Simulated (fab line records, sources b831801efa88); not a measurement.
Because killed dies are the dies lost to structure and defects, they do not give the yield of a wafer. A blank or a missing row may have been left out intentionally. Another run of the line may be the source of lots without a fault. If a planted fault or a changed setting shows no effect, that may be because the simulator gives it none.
Matching of chambers / flow gf180mcu / 4 sister chambers for GF_V5_CMP_04 on cmp-02
The step polishes SiO2. 8 wafers are shown with their chamber, then 9 later ones without.

## WAFERS, EACH WITH ITS CHAMBER
wafer=L682.1; chamber=3; motor-current-A (A)=12.7
wafer=L682.6; chamber=1; motor-current-A (A)=10.3
wafer=L688.1; chamber=1; motor-current-A (A)=10.6
wafer=L688.2; chamber=3; motor-current-A (A)=13.3
wafer=L688.4; chamber=2; motor-current-A (A)=12.8
wafer=L693.1; chamber=2; motor-current-A (A)=12.7
wafer=L693.3; chamber=0; motor-current-A (A)=11.3
wafer=L693.5; chamber=0; motor-current-A (A)=11.6

## WAFERS WITHOUT THEIR CHAMBER
wafer=L694.3; motor-current-A (A)=10.3
wafer=L694.4; motor-current-A (A)=12.7
wafer=L694.5; motor-current-A (A)=11.6
wafer=L697.1; motor-current-A (A)=12.0
wafer=L697.2; motor-current-A (A)=11.5
wafer=L697.3; motor-current-A (A)=11.8
wafer=L699.2; motor-current-A (A)=12.7
wafer=L699.3; motor-current-A (A)=11.0
wafer=L699.4; motor-current-A (A)=11.7

## WHICH CHAMBER EACH ONE RAN IN
wafer=L694.3; from the rows above=1; in truth=1
wafer=L694.4; from the rows above=can't be placed: 2 or 3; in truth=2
wafer=L694.5; from the rows above=0; in truth=0
wafer=L697.1; from the rows above=can't be placed: 0 or 2 or 3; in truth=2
wafer=L697.2; from the rows above=0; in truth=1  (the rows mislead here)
wafer=L697.3; from the rows above=0; in truth=0
wafer=L699.2; from the rows above=can't be placed: 2 or 3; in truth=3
wafer=L699.3; from the rows above=can't be placed: 0 or 1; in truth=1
wafer=L699.4; from the rows above=0; in truth=0
Placed correctly: 4 of 9. Can't be placed from these rows: 4 (the true chamber is among the candidates in 4). Placed wrongly: 1.
How it was worked out, from the rows above alone: a wafer's distance from a chamber is the root of the sum, over the readings, of the square of ((its reading less the chamber's mean) divided by the reading's scatter). The wafer belongs to the nearest chamber; if the next one is less than 2 further off, it can't be placed. A chamber's mean is the mean of its shown wafers. The scatter is the square root of a quotient: the sum, over the shown wafers, of each reading's squared deviation from its chamber's mean, divided by wafers minus chambers.
